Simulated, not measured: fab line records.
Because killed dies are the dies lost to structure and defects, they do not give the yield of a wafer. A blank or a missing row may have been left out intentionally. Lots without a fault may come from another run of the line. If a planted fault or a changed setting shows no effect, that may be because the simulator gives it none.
Check for tools in common -- flow gf180mcu -- Sampled: 13 lots, 39 wafers

## THE REASON FOR OPENING IT
At GF_VT_IMPLANT_RS_MEAS_46 the reading MVSD_RS is flagged on 2 of 13 lots. Wafers without a fault read 457.4 ohm/sq, standard deviation 1.3.
Rule: a lot is flagged when every wafer of it that has a number lies more than 4 standard deviations from that mean, or none has a number. As for the other lots, they are considered sound.

lot,measured,on,"MVSD_RS (ohm/sq), wafer by wafer",flag
L780,day 7 13:10,film metro-04,456.8 456.7 456.8,
L781,day 7 19:41,film metro-04,456.8 457.8 457.1,
L783,day 8 12:39,film metro-02,460.3 459.8 461.2,
L786,day 9 06:27,film metro-04,456.3 455.9 456.7,
L787,day 9 12:14,film metro-02,458.2 460.0 458.4,
L788,day 9 19:29,film metro-04,457.7 458.0 457.1,
L789,day 10 02:56,film metro-02,447.5 446.5 445.7,FLAGGED
L792,day 10 21:11,film metro-04,457.6 458.4 458.3,
L793,day 11 04:43,film metro-01,447.3 445.7 445.2,FLAGGED
L796,day 11 23:43,film metro-02,456.4 456.0 456.9,
L797,day 12 06:56,film metro-02,460.0 458.0 458.5,
L799,day 12 19:27,film metro-04,457.6 456.1 455.8,
L801,day 13 08:58,film metro-01,456.7 454.8 454.5,
On average the flagged lots' numbers are 446.3 ohm/sq, which is -11.1 ohm/sq against the usual, or -9 standard deviations.

## LOT BY LOT: THE TOOL USED
2 process steps preceding the reading are held in the record, out of 602 steps in the route. Cell contents, in order: the tool; ch with the chambers the sampled wafers went through; the start.
lot,flag,GF_LVPWELL_STRIP_10,GF_MVSD_IMPLANT_08
L780,,"plasma asher-02 ch 0,1, day 3 20:57","implanter-01 ch 0, day 4 10:17"
L781,,"plasma asher-01 ch 0,1, day 4 00:51","implanter-03 ch 0, day 4 14:28"
L783,,"plasma asher-04 ch 0,1, day 4 15:35","implanter-01 ch 0, day 5 05:50"
L786,,"plasma asher-01 ch 0, day 5 06:19","implanter-01 ch 0, day 5 21:00"
L787,,"plasma asher-02 ch 0,1, day 5 12:10","implanter-04 ch 0, day 6 03:14"
L788,,"plasma asher-04 ch 0,1, day 5 19:37","implanter-01 ch 0, day 6 10:18"
L789,FLAGGED,"plasma asher-04 ch 0,1, day 6 01:25","implanter-01 ch 0, day 6 16:03"
L792,,"plasma asher-02 ch 0, day 6 17:14","implanter-03 ch 0, day 7 09:08"
L793,FLAGGED,"plasma asher-02 ch 0,1, day 6 23:01","implanter-01 ch 0, day 7 14:41"
L796,,"plasma asher-04 ch 0,1, day 7 15:10","implanter-04 ch 0, day 8 07:23"
L797,,"plasma asher-02 ch 0,1, day 7 21:38","implanter-03 ch 0, day 8 14:25"
L799,,"plasma asher-04 ch 0,1, day 8 08:52","implanter-03 ch 0, day 9 01:30"
L801,,"plasma asher-01 ch 0,1, day 8 18:49","implanter-03 ch 0, day 9 11:10"
These steps, and what they do:
- GF_LVPWELL_STRIP_10: strips in O2/N2.
- GF_MVSD_IMPLANT_08
- GF_VT_IMPLANT_RS_MEAS_46: measures by four-point-probe.

## FLAGGED OVER TOTAL, TOOL BY TOOL (the gauges that took the reading come last)
step,tool,lots run,flagged,share of the flagged lots,sound lots run after its first flagged lot
GF_LVPWELL_STRIP_10,plasma asher-01,3,0,none,-
GF_LVPWELL_STRIP_10,plasma asher-02,5,1,some,1 (L797)
GF_LVPWELL_STRIP_10,plasma asher-04,5,1,some,"2 (L796,L799)"
GF_MVSD_IMPLANT_08,implanter-01,6,2,all,0
GF_MVSD_IMPLANT_08,implanter-03,5,0,none,-
GF_MVSD_IMPLANT_08,implanter-04,2,0,none,-
GF_VT_IMPLANT_RS_MEAS_46,film metro-01,2,1,some,1 (L801)
GF_VT_IMPLANT_RS_MEAS_46,film metro-02,5,1,some,"2 (L796,L797)"
GF_VT_IMPLANT_RS_MEAS_46,film metro-04,6,0,none,-

## WHAT THE TABLE ALLOWS
In the table, 1 row covers all flagged lots: implanter-01 at GF_MVSD_IMPLANT_08.
- implanter-01 at GF_MVSD_IMPLANT_08: 2 of its 6 lots flagged. A fault beginning between L788 (day 6 10:18), its last sound lot, and L789 (day 6 16:03), its first flagged one, fits the data. Its own readings (dose ions cm2) fall more than 4 standard deviations out on all wafers of the flagged lots.
implanter-01 at GF_MVSD_IMPLANT_08 is the single tool remaining.

## WHAT HAD BEEN PUT IN BY THE SIMULATOR
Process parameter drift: implanter-01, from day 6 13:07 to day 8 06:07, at GF_MVSD_IMPLANT_08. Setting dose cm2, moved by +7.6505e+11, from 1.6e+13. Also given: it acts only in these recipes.
Shown lots that were struck: L789, L793. This agrees with what the rule above found.
